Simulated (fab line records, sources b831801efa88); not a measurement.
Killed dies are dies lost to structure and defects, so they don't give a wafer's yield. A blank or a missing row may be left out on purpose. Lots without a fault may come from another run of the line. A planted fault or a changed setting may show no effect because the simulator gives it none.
fab line records | flow gf180mcu | part 1 of 2: steps 1 to 32 of 42
record lots=5 wafers=15 last_day=34
route steps=602 shown M5@527 V5@540 TOP_METAL@567
lots that met no fault: from a run of the same line without faults
start_h: hours from the record's first day to the start of the lot's first wafer shown | wait_h: hours since the lot's step before | " the same as in the row above | L1.1+2: a row that stands for several wafers | - no value, or no start given | * or withheld: withheld | < > ~ a bound
route shown NAME@n: a module of which the file shows steps, and the number in the route of the first | usual: mean/standard deviation of fault-free wafers | same: alike in all rows | chamber/n: place in a boat | sites: the reading at each site | _std_site: their standard deviation | _edge_site: outer sites' mean less inner sites' | radius_mm: how far each site lies from the wafer's centre | mask NAME#n: copy n | behind: the tool/chamber that last shaped the wafer | hold: why the lot was held/for how many hours/how that ended | device: the transistor (n, p or np) that didn't switch | end of line: the same wafers' tests at the end of the route | a step without rows: its recipe alone | killed: dies lost to structure and defects at the first sort, not the wafer's yield | map: a wafer's dies, x killed, . not, _ none there
set.NAME: the setting as run; set.NAME@STEP: as run at that earlier step | model.NAME: the simulator's own value behind a step, which no gauge read
lots at some steps of the route; a table a step, a row a wafer
services: from which hour (start_h, from the record's first day; less than 0 if before it) a tool's chamber was out of use, for how many hours, and why
## steps
# step GF_M5_HMDS_01
# recipe prime_time_s=60 prime_temp_c=120
# columns lot.wafer tool chamber start_h wait_h
L074.1+3+4 litho_track-03 0 589.41 0.1
L076.3+5+6 litho_track-01 0 606.53 0.1
L083.1+3+6 litho_track-04 0 667.39 0.1
L092.1+5+6 litho_track-03 0 730.50 0.1
L096.1+2+6 litho_track-03 0 755.80 0.1
# step GF_M5_COAT_02
# recipe resist=KrF spin_rpm=withheld resist_thk_nm=1000
# columns lot.wafer tool chamber start_h wait_h
L074.1+3+4 litho_track-03 0 589.56 0.1
L076.3+5+6 litho_track-01 0 606.68 0.1
L083.1+3+6 litho_track-04 0 667.54 0.1
L092.1+5+6 litho_track-03 0 730.65 0.1
L096.1+2+6 litho_track-03 0 755.95 0.1
# step GF_M5_SOFTBAKE_03
# recipe temp_c=130 time_s=60 resist=KrF
# columns lot.wafer tool chamber start_h wait_h
L074.1+3+4 litho_track-03 0 589.71 0.1
L076.3+5+6 litho_track-01 0 606.83 0.1
L083.1+3+6 litho_track-04 0 667.69 0.1
L092.1+5+6 litho_track-03 0 730.80 0.1
L096.1+2+6 litho_track-03 0 756.10 0.1
# step GF_M5_EXPOSE_04
# recipe mask_id=Metal5 target_cd_nm=280 na=0.68 source_shape=conventional sigma_outer=0.6 dose_mj=28
# same na=0.68
# columns lot.wafer tool chamber start_h wait_h mask
L074.1+3+4 krf_scanner-01 0 - - Metal5#0
L076.3+5+6 krf_scanner-02 0 - - Metal5#0
L083.1+3+6 krf_scanner-01 0 - - Metal5#0
L092.1+5+6 krf_scanner-01 0 - - Metal5#0
L096.1+2+6 krf_scanner-01 0 - - Metal5#0
# step GF_M5_PEB_05
# recipe peb_temp_c=135 peb_time_s=90 resist=KrF
# columns lot.wafer tool chamber start_h wait_h
L074.1+3+4 litho_track-03 0 - -
L076.3+5+6 litho_track-01 0 - -
L083.1+3+6 litho_track-03 0 - -
L092.1+5+6 litho_track-03 0 - -
L096.1+2+6 litho_track-04 0 - -
# step GF_M5_DEVELOP_06
# recipe develop_time_s=60 dev_temp_c=21
# columns lot.wafer tool chamber start_h wait_h
L074.1+3+4 litho_track-03 0 600.30 0.2
L076.3+5+6 litho_track-01 0 616.88 0.1
L083.1+3+6 litho_track-03 0 677.20 0.2
L092.1+5+6 litho_track-03 0 739.25 0.2
L096.1+2+6 litho_track-04 0 764.39 0.2
# step GF_M5_CD_MEAS_07
# recipe target_cd_nm=280
# usual cd_nm=280.0/1.2
# columns lot.wafer tool chamber start_h wait_h cd_nm
L074.1 cd_sem-01 - 600.55 0.2 279.9
L074.3 " - " " 279.2
L074.4 " - " " 279.4
L076.3 cd_sem-02 - 617.02 0.1 280.5
L076.5 " - " " 280.9
L076.6 " - " " 281.5
L083.1 cd_sem-01 - 677.35 0.1 279.6
L083.3 " - " " 280.3
L083.6 " - " " 280.6
L092.1 cd_sem-02 - 739.40 0.1 276.9
L092.5 " - " " 276.9
L092.6 " - " " 277.2
L096.1 cd_sem-02 - 764.54 0.1 280.1
L096.2 " - " " 280.1
L096.6 " - " " 281.6
# step GF_M5_OVL_MEAS_08
# usual M5_OVL=4/4.7
# columns lot.wafer tool chamber start_h wait_h M5_OVL[nm]
L074.1 overlay-01 - 600.67 0.1 3
L074.3 " - " " 4
L074.4 " - " " 4
L076.3 overlay-01 - 617.12 0.1 3
L076.5 " - " " 1
L076.6 " - " " 7
L083.1 overlay-02 - 677.47 0.1 1
L083.3 " - " " 4
L083.6 " - " " 6
L092.1 overlay-02 - 739.52 0.1 10
L092.5 " - " " 5
L092.6 " - " " 12
L096.1 overlay-01 - 764.66 0.1 1
L096.2 " - " " -2
L096.6 " - " " -3
# step GF_M5_ETCH_09
# recipe chemistry=CF4/O2 target=Si3N4 target_depth_nm=52 source_w=800 bias_w=150 pressure_mtorr=150 cf4_flow_sccm=80 O2_flow_sccm=10 time_s=11.6
# usual drypump_motor_current_A=5.6/0.5 oes_product_au=1.002/0.013 throttle_valve_pct=5.970/0.009
# columns lot.wafer tool chamber start_h wait_h drypump_motor_current_A oes_product_au rf_hours_counter_h throttle_valve_pct
L074.1 rie_diel-01 2 600.71 0.0 5.7 1.010 22 5.958
L074.3 " 0 " " 4.9 0.986 7 5.963
L074.4 " 3 " " 5.6 0.991 8 5.968
L076.3 rie_diel-02 2 617.14 0.0 4.8 1.010 9 5.972
L076.5 " 3 " " 5.4 1.018 - 5.967
L076.6 " 0 " " 5.8 1.019 - 5.966
L083.1 rie_diel-01 2 677.51 0.0 5.7 1.025 25 5.981
L083.3 " 3 " " 5.6 1.006 10 5.970
L083.6 " 3 " " 5.6 0.992 - 5.969
L092.1 rie_diel-01 1 739.56 0.0 6.6 1.002 3 5.967
L092.5 " 2 " " 5.7 1.008 - 5.965
L092.6 " 1 " " 6.5 1.011 - 5.975
L096.1 rie_diel-01 2 764.69 0.0 5.7 1.006 28 5.990
L096.2 " 1 " " 6.6 1.006 4 5.967
L096.6 " 0 " " 4.9 0.999 - 5.973
# step GF_M5_METAL_ETCH_10
# recipe chemistry=Cl2/BCl3 mask_material=KrF target_depth_nm=750.8 stop_on=SiO2 pressure_mtorr=8 icp_w=800 bias_w=140 Cl2_flow_sccm=80 bcl3_flow_sccm=40 time_s=125.1
# usual drypump_motor_current_A=5.6/0.41 oes_product_au=0.991/0.0069 throttle_valve_pct=28.229/0.01
# columns lot.wafer tool chamber start_h wait_h drypump_motor_current_A oes_product_au rf_hours_counter_h throttle_valve_pct
L074.1 rie_metal-02 1 600.73 0.0 4.9 0.986 10 28.229
L074.3 " 1 " " 4.9 0.996 - 28.211
L074.4 " 0 " " 5.5 1.002 - 28.229
L076.3 rie_metal-03 1 617.25 0.1 5.8 0.978 - 28.236
L076.5 " 1 " " 5.7 0.984 - 28.228
L076.6 " 1 " " 5.8 0.982 - 28.238
L083.1 rie_metal-01 1 677.53 0.0 6.2 0.995 13 28.215
L083.3 " 1 " " 6.2 0.994 - 28.229
L083.6 " 1 " " 6.2 0.993 - 28.244
L092.1 rie_metal-03 0 739.58 0.0 5.8 0.994 1 28.219
L092.5 " 1 " " 5.7 0.981 - 28.246
L092.6 " 0 " " 5.8 1.001 - 28.217
L096.1 rie_metal-03 0 764.72 0.0 5.8 0.993 2 28.225
L096.2 " 1 " " 5.8 0.979 11 28.246
L096.6 " 0 " " 5.8 0.989 - 28.229
# step GF_M5_STRIP_11
# recipe chemistry=O2/N2 power_w=1400 pressure_mtorr=1500 platen_temp_c=250 o2_flow_sccm=3000 n2_flow_sccm=300 overash_fraction=0.5
# usual drypump_motor_current_A=6.01/0.29 heater_power_w=349/26 oes_product_au=0.522/0.0051 strip_time_to_endpoint_s=7.03/0.055
# columns lot.wafer tool chamber start_h wait_h drypump_motor_current_A heater_power_w oes_product_au rf_hours_counter_h strip_time_to_endpoint_s
L074.1 plasma_asher-02 0 600.86 0.1 6.11 366 0.518 47 7.00
L074.3 " 1 " " 6.34 397 0.516 - 7.00
L074.4 " 0 " " 6.12 370 0.518 - 7.03
L076.3 plasma_asher-02 0 617.46 0.2 6.08 359 0.524 - 7.13
L076.5 " 0 " " 6.10 360 0.524 - 7.09
L076.6 " 1 " " 6.35 374 0.523 - 7.13
L083.1 plasma_asher-04 0 677.79 0.2 5.51 320 0.521 26 6.99
L083.3 " 1 " " 6.17 332 0.518 - 7.00
L083.6 " 1 " " 6.18 327 0.525 - 7.01
L092.1 plasma_asher-02 0 739.71 0.1 6.13 361 0.516 61 7.02
L092.5 " 0 " " 6.13 360 0.520 - 7.09
L092.6 " 1 " " 6.37 385 0.528 - 7.00
L096.1 plasma_asher-02 1 764.85 0.1 6.29 393 0.525 63 7.03
L096.2 " 0 " " 6.10 355 0.518 63 7.11
L096.6 " 1 " " 6.36 376 0.531 - 7.05
# step GF_M5_STRIP_12
# recipe chemistry=post_etch_residue_remover time_s=1200 temp_c=72.5
# columns lot.wafer tool chamber start_h wait_h
L074.1+3+4 wet_bench-03 2 600.96 0.1
L076.3+5+6 wet_bench-04 1 617.52 0.0
L083.1+3+6 wet_bench-03 3 677.89 0.1
L092.1+5+6 wet_bench-01 3 739.81 0.1
L096.1+2+6 wet_bench-04 2 764.95 0.1
# step GF_M5_CLEAN_13
# recipe chemistry=DIW dry=n2_spin
# columns lot.wafer tool chamber start_h wait_h
L074.1+3+4 wet_bench-04 2 601.30 0.0
L076.3+5+6 wet_bench-04 2 617.86 0.0
L083.1+3+6 wet_bench-03 2 678.30 0.0
L092.1+5+6 wet_bench-04 1 740.15 0.0
L096.1+2+6 wet_bench-03 1 765.35 0.0
# step GF_V5_CVD_00
# recipe material=SiO2 target_thk_nm=300 sigma_open_frac=0.3 temp_c=400 time_s=50 sih4_flow_sccm=60 pressure_mtorr=6
# columns lot.wafer tool chamber start_h wait_h
L074.1+3+4 hdpcvd-01 1,2,2 601.40 0.0
L076.3+5+6 hdpcvd-01 0,2,1 617.96 0.0
L083.1+3+6 hdpcvd-01 2,0,0 678.41 0.0
L092.1+5+6 hdpcvd-01 1,1,2 740.24 0.0
L096.1+2+6 hdpcvd-02 1,2,1 765.46 0.0
# step GF_V5_THK_MEAS_01
# recipe reads=SiO2_of_V5_CVD_00
# usual V5_CVD_00_THK=298/3.2
# columns lot.wafer tool chamber start_h wait_h V5_CVD_00_THK[nm]
L074.1 film_metro-01 - 601.45 0.0 296
L074.3 " - " " 294
L074.4 " - " " 297
L076.3 film_metro-04 - 618.02 0.0 296
L076.5 " - " " 298
L076.6 " - " " 295
L083.1 film_metro-01 - 678.45 0.0 296
L083.3 " - " " 298
L083.6 " - " " 298
L092.1 film_metro-01 - 740.31 0.0 299
L092.5 " - " " 298
L092.6 " - " " 297
L096.1 film_metro-04 - 765.51 0.0 296
L096.2 " - " " 299
L096.6 " - " " 300
# step GF_V5_CVD_02
# recipe material=SiO2 target_thk_nm=1450 precursor=TEOS temp_c=400 time_s=163.28 rf_w=600
# usual heater_power_w=699/95
# columns lot.wafer tool chamber start_h wait_h heater_power_w
L074.1 pecvd-01 1 601.51 0.1 702
L074.3 " 2 " " 756
L074.4 " 0 " " 841
L076.3 pecvd-04 1 618.06 0.0 570
L076.5 " 1 " " 464
L076.6 " 0 " " 542
L083.1 pecvd-01 1 678.51 0.1 731
L083.3 " 2 " " 716
L083.6 " 1 " " 850
L092.1 pecvd-02 2 740.37 0.1 684
L092.5 " 0 " " 789
L092.6 " 1 " " 574
L096.1 pecvd-01 2 765.57 0.1 734
L096.2 " 0 " " 845
L096.6 " 0 " " 679
# step GF_V5_THK_MEAS_03
# recipe reads=SiO2_of_V5_CVD_02
# usual V5_CVD_02_THK=1445/19
# columns lot.wafer tool chamber start_h wait_h V5_CVD_02_THK[nm]
L074.1 film_metro-02 - 601.62 0.1 1443
L074.3 " - " " 1445
L074.4 " - " " 1462
L076.3 film_metro-04 - 618.19 0.1 1414
L076.5 " - " " 1442
L076.6 " - " " 1455
L083.1 film_metro-02 - 678.62 0.1 1448
L083.3 " - " " 1462
L083.6 " - " " 1459
L092.1 film_metro-01 - 740.48 0.1 1452
L092.5 " - " " 1480
L092.6 " - " " 1463
L096.1 film_metro-04 - 765.67 0.1 1453
L096.2 " - " " 1457
L096.6 " - " " 1478
# step GF_V5_CMP_04
# recipe material=SiO2 down_force_psi=4 platen_rpm=60 pad_velocity_m_s=0.94248
# usual motor_current_A=12.7/1.5 platen_rpm=60.00/0.043
# columns lot.wafer tool chamber start_h wait_h motor_current_A platen_rpm
L074.4 cmp-02 0 601.76 0.1 11.6 60.07
L074.1 " 1 " " 13.9 60.04
L074.3 " 2 " " 13.2 60.00
L076.3 cmp-01 3 618.33 0.1 11.9 60.02
L076.5 " 1 " " 13.2 59.97
L076.6 " 2 " " 15.3 59.94
L083.3 cmp-02 1 678.68 0.0 13.0 60.00
L083.1 " 0 " " 11.5 59.98
L083.6 " 1 " " 14.0 60.02
L092.1 cmp-02 0 740.59 0.1 12.6 60.03
L092.5 " 3 " " 9.2 60.07
L092.6 " 0 " " 11.4 60.05
L096.2 cmp-01 2 765.78 0.1 14.3 59.98
L096.1 " 3 " " 11.3 60.00
L096.6 " 2 " " 14.3 59.98
# step GF_V5_BOW_MEAS_05
# recipe mode=bow
# usual V5_BOW=134/9.5
# columns lot.wafer tool chamber start_h wait_h V5_BOW[um]
L074.1 film_metro-02 - 602.01 0.1 153
L074.3 " - " " 148
L074.4 " - " " 143
L076.3 film_metro-02 - 618.57 0.2 123
L076.5 " - " " 135
L076.6 " - " " 131
L083.1 film_metro-02 - 678.98 0.1 155
L083.3 " - " " 136
L083.6 " - " " 146
L092.1 film_metro-02 - 740.84 0.2 136
L092.5 " - " " 116
L092.6 " - " " 132
L096.1 film_metro-01 - 766.03 0.1 126
L096.2 " - " " 126
L096.6 " - " " 121
# step GF_V5_DEHYDRATE_06
# recipe temp_c=200 time_s=60
# columns lot.wafer tool chamber start_h wait_h
L074.1+3+4 litho_track-02 0 611.88 9.8
L076.3+5+6 litho_track-02 0 628.03 9.4
L083.1+3+6 litho_track-03 0 688.30 9.3
L092.1+5+6 litho_track-03 0 748.15 7.3
L096.1+2+6 litho_track-01 0 773.08 7.0
# step GF_V5_HMDS_07
# recipe prime_time_s=60 prime_temp_c=120
# columns lot.wafer tool chamber start_h wait_h
L074.1+3+4 litho_track-02 0 612.03 0.1
L076.3+5+6 litho_track-02 0 628.18 0.1
L083.1+3+6 litho_track-03 0 688.45 0.1
L092.1+5+6 litho_track-03 0 748.30 0.1
L096.1+2+6 litho_track-01 0 773.23 0.1
# step GF_V5_COAT_08
# recipe resist=BARC temp_c=withheld time_s=withheld spin_rpm=withheld resist_thk_nm=withheld
# columns lot.wafer tool chamber start_h wait_h
L074.1+3+4 litho_track-02 0 612.18 0.1
L076.3+5+6 litho_track-02 0 628.33 0.1
L083.1+3+6 litho_track-03 0 688.60 0.1
L092.1+5+6 litho_track-03 0 748.45 0.1
L096.1+2+6 litho_track-01 0 773.38 0.1
# step GF_V5_COAT_09
# recipe resist=KrF spin_rpm=withheld resist_thk_nm=1000
# columns lot.wafer tool chamber start_h wait_h
L074.1+3+4 litho_track-02 0 - -
L076.3+5+6 litho_track-02 0 - -
L083.1+3+6 litho_track-03 0 - -
L092.1+5+6 litho_track-03 0 - -
L096.1+2+6 litho_track-01 0 - -
# step GF_V5_SOFTBAKE_10
# recipe temp_c=130 time_s=60 resist=KrF
# columns lot.wafer tool chamber start_h wait_h
L074.1+3+4 litho_track-02 0 - -
L076.3+5+6 litho_track-02 0 - -
L083.1+3+6 litho_track-03 0 - -
L092.1+5+6 litho_track-03 0 - -
L096.1+2+6 litho_track-01 0 - -
# step GF_V5_EXPOSE_11
# recipe mask_id=Via5 target_cd_nm=260 na=0.68 source_shape=conventional sigma_outer=0.6 dose_mj=38
# same na=0.68
# columns lot.wafer tool chamber start_h wait_h mask
L074.1+3+4 krf_scanner-01 0 - - Via5#0
L076.3+5+6 krf_scanner-02 0 - - Via5#0
L083.1+3+6 krf_scanner-02 0 - - Via5#0
L092.1+5+6 krf_scanner-01 0 - - Via5#0
L096.1+2+6 krf_scanner-01 0 - - Via5#0
# step GF_V5_PEB_12
# recipe peb_temp_c=135 peb_time_s=90 resist=KrF
# columns lot.wafer tool chamber start_h wait_h
L074.1+3+4 litho_track-03 0 - -
L076.3+5+6 litho_track-03 0 - -
L083.1+3+6 litho_track-03 0 - -
L092.1+5+6 litho_track-02 0 - -
L096.1+2+6 litho_track-03 0 - -
# step GF_V5_DEVELOP_13
# recipe develop_time_s=60 resist=KrF dev_temp_c=21
# columns lot.wafer tool chamber start_h wait_h
L074.1+3+4 litho_track-03 0 622.70 0.2
L076.3+5+6 litho_track-03 0 638.90 0.1
L083.1+3+6 litho_track-03 0 697.85 0.2
L092.1+5+6 litho_track-02 0 757.57 0.2
L096.1+2+6 litho_track-03 0 781.40 0.2
# step GF_V5_CD_MEAS_14
# recipe target_cd_nm=260
# usual cd_nm=259.5/1.5
# columns lot.wafer tool chamber start_h wait_h cd_nm
L074.1 cd_sem-01 - 622.85 0.1 261.8
L074.3 " - " " 261.2
L074.4 " - " " 261.2
L076.3 cd_sem-02 - 639.04 0.1 260.4
L076.5 " - " " 260.0
L076.6 " - " " 261.4
L083.1 cd_sem-02 - 698.00 0.1 261.3
L083.3 " - " " 261.5
L083.6 " - " " 262.2
L092.1 cd_sem-02 - 757.72 0.1 257.5
L092.5 " - " " 256.3
L092.6 " - " " 258.1
L096.1 cd_sem-02 - 781.55 0.1 258.3
L096.2 " - " " 258.2
L096.6 " - " " 256.8
# step GF_V5_OVL_MEAS_15
# usual V5_OVL=2/6.6
# columns lot.wafer tool chamber start_h wait_h V5_OVL[nm]
L074.1 overlay-02 - 622.97 0.1 18
L074.3 " - " " 16
L074.4 " - " " 12
L076.3 overlay-02 - 639.14 0.1 5
L076.5 " - " " -3
L076.6 " - " " 2
L083.1 overlay-02 - 698.12 0.1 9
L083.3 " - " " 8
L083.6 " - " " 8
L092.1 overlay-01 - 757.84 0.1 -1
L092.5 " - " " 0
L092.6 " - " " 4
L096.1 overlay-01 - 781.67 0.1 6
L096.2 " - " " 8
L096.6 " - " " 5
# step GF_V5_ETCH_16
# recipe chemistry=N2/H2 target_depth_a=withheld overetch_a=withheld time_s=withheld target=BARC ion_energy_ev=200 source_w=500 bias_w=100 pressure_mtorr=30 n2_flow_sccm=100 h2_flow_sccm=200
# usual drypump_motor_current_A=5.6/0.52 oes_product_au=0.855/0.0051 throttle_valve_pct=13.223/0.0091
# columns lot.wafer tool chamber start_h wait_h drypump_motor_current_A oes_product_au throttle_valve_pct
L074.1 rie_diel-04 3 623.01 0.0 4.9 0.847 13.240
L074.3 " 2 " " 6.3 0.861 13.231
L074.4 " 3 " " 4.9 0.855 13.225
L076.3 rie_diel-01 1 639.16 0.0 6.5 0.859 13.205
L076.5 " 0 " " 4.9 0.855 13.225
L076.6 " 3 " " 5.6 0.858 13.227
L083.1 rie_diel-01 0 698.16 0.0 4.9 0.843 13.216
L083.3 " 3 " " 5.6 0.858 13.228
L083.6 " 3 " " 5.6 0.849 13.208
L092.1 rie_diel-04 1 757.88 0.0 6.0 0.849 13.229
L092.5 " 3 " " 4.9 0.853 13.227
L092.6 " 0 " " 5.8 0.843 13.216
L096.1 rie_diel-01 1 781.71 0.0 6.5 0.856 13.209
L096.2 " 2 " " 5.7 0.853 13.238
L096.6 " 0 " " 4.9 0.856 13.222
# step GF_V5_ETCH_17
# recipe chemistry=C4F8/O2/Ar mask_material=KrF target=SiO2 stop_on=TiN source_w=1500 bias_w=1200 pressure_mtorr=40 c4f8_flow_sccm=withheld O2_flow_sccm=6 Ar_flow_sccm=300 time_s=withheld target_depth_a=8550
# usual oes_product_au=0.860/0.0047
# columns lot.wafer tool chamber start_h wait_h oes_product_au
L074.1 rie_diel-04 3 - - 0.856
L074.3 " 2 " " 0.857
L074.4 " 3 " " 0.857
L076.3 rie_diel-01 1 - - 0.866
L076.5 " 0 " " 0.862
L076.6 " 3 " " 0.861
L083.1 rie_diel-01 0 - - 0.847
L083.3 " 3 " " 0.861
L083.6 " 3 " " 0.863
L092.1 rie_diel-04 1 - - 0.849
L092.5 " 3 " " 0.860
L092.6 " 0 " " 0.859
L096.1 rie_diel-01 1 - - 0.870
L096.2 " 2 " " 0.863
L096.6 " 0 " " 0.858
# step GF_V5_STRIP_18
# recipe chemistry=O2/N2 power_w=1400 pressure_mtorr=1500 platen_temp_c=250 o2_flow_sccm=3000 n2_flow_sccm=300 overash_fraction=0.5
# usual drypump_motor_current_A=6.12/0.2 heater_power_w=355/29 oes_product_au=0.569/0.0053
# columns lot.wafer tool chamber start_h wait_h drypump_motor_current_A heater_power_w oes_product_au rf_hours_counter_h
L074.1 plasma_asher-01 1 623.16 - 5.95 318 0.568 97
L074.3 " 1 " " 5.92 328 0.568 -
L074.4 " 0 " " 5.75 378 0.569 -
L076.3 plasma_asher-02 0 639.35 - 6.09 356 0.566 -
L076.5 " 1 " " 6.35 382 0.570 -
L076.6 " 0 " " 6.09 359 0.572 -
L083.1 plasma_asher-01 1 698.31 - 5.97 320 0.570 105
L083.3 " 1 " " 5.97 325 0.571 -
L083.6 " 1 " " 5.97 327 0.570 -
L092.1 plasma_asher-02 0 758.03 - 6.14 361 0.564 62
L092.5 " 0 " " 6.12 358 0.572 -
L092.6 " 1 " " 6.29 393 0.569 -
L096.1 plasma_asher-01 0 781.86 - 5.79 364 0.568 4
L096.2 " 1 " " 5.95 310 0.566 4
L096.6 " 1 " " 5.97 328 0.570 -
